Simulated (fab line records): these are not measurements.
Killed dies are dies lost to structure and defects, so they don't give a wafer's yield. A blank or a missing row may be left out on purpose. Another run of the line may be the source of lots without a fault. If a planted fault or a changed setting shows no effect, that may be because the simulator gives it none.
A struck lot beside a sound one / flow gf180mcu / 14 out of 602 route steps
Sound: the wafers L249.1, L249.3, L249.6. Struck: wafers L240.3, L240.6. (L240.1 of the same lot was not struck and is left out.) The cause comes at the end.
At each step with rows: each side's tool, then ch and its chambers, then its first start. Under that, the readings that differ: sound wafers / struck wafers / difference of the means / sigmas: that difference in standard deviations of wafers without a fault.
alike: words and numbers the same on both sides, and readings whose means are apart by under 2 such deviations; not compared: readings that were withheld, readings missing a value for some wafer, numbers with overlapping values and no deviation given by the record, and bounds like >300 which may hide the same value.
Wherever a step has rows on one side only, a row that says differs or no value, or a row with sigmas, the two part there. Numbers that have no deviation but don't overlap get no sigmas and don't part them. A reading missing from all wafers of one side parts the sides only when that side holds two or more wafers.

GF_V3_CD_MEAS_14: target cd 260 nm.
  struck on cd sem-02, day 24 14:21; sound on cd sem-02, day 27 20:43
  alike: cd nm
GF_V3_OVL_MEAS_15:
  struck on overlay-02, day 24 14:28; sound on overlay-02, day 27 20:50
  alike: V3_OVL
GF_V3_ETCH_16: etches BARC in N2/H2.
  sound on rie diel-01 ch 0,2, day 27 20:52; struck on rie diel-04 ch 1,3, day 24 14:31
  alike: drypump motor current A, oes product au, throttle valve pct
GF_V3_ETCH_17: etches SiO2 in C4F8/O2/Ar, stops on TiN, target depth 635 nm.
  sound on rie diel-01 ch 0,2; struck on rie diel-04 ch 1,3
  alike: oes product au
then, 4 steps without rows for these wafers: GF_V3_STRIP_18 (strips in O2/N2); GF_V3_STRIP_19 (strips in post etch residue remover, time 1200 s); GF_V3_CLEAN_20 (cleans in DIW); GF_V3_SPUTTER_21 (material Ti, target thk 15 nm, time 80.02 s).
GF_V3_SPUTTER_22: material TiN, target thk 10 nm, time 40 s.
  struck on pvd sputter-04, day 24 15:14; sound on pvd sputter-02, day 27 21:35
  alike: throttle valve pct
GF_V3_CVD_23: deposits W, target thk 350 nm, time 104.9 s.
  sound on cvd w-01 ch 0,1, day 27 21:38; struck on cvd w-02 ch 1, day 24 15:16
reading=heater power w (W); sound=891 945 978; struck=798 792; difference=-143; sigmas=-2
  alike: chamber pressure Torr, heater power outer w
GF_V3_RS_MEAS_24: measurement is done with a four-point probe.
  struck on film metro-03, day 24 15:23; sound on film metro-01, day 27 21:44
  alike: V3_W_RS
GF_V3_THK_MEAS_25: measures by xrf.
  struck on film metro-03, day 24 15:30; sound on film metro-01, day 27 21:52
  alike: V3_W_THK
GF_V3_CMP_26: polishes, stops on SiO2, t overpolish 15 s, target thk 0 nm.
  sound on cmp-02 ch 0,2, day 27 21:55; struck on cmp-01 ch 2, day 24 15:34
reading=overpolish run s (s); sound=15.001 14.986 15.006; struck=0.039 0.048; difference=-14.954; sigmas=-99 or more
reading=time to endpoint s (s); sound=88 83 83; struck=129 130; difference=+45; sigmas=+10
  alike: edge zone pressure frac, motor current A
GF_M4_SPUTTER_00: material Ti, target thk 37.5 nm, time 150 s.
  sound wafers here have rows in the record (pvd sputter-02, day 27 22:13); struck ones have none

## WHERE THEY PART
First at GF_V3_CVD_23; last, within this record, at GF_M4_SPUTTER_00.

WHY: what had been put in by the simulator
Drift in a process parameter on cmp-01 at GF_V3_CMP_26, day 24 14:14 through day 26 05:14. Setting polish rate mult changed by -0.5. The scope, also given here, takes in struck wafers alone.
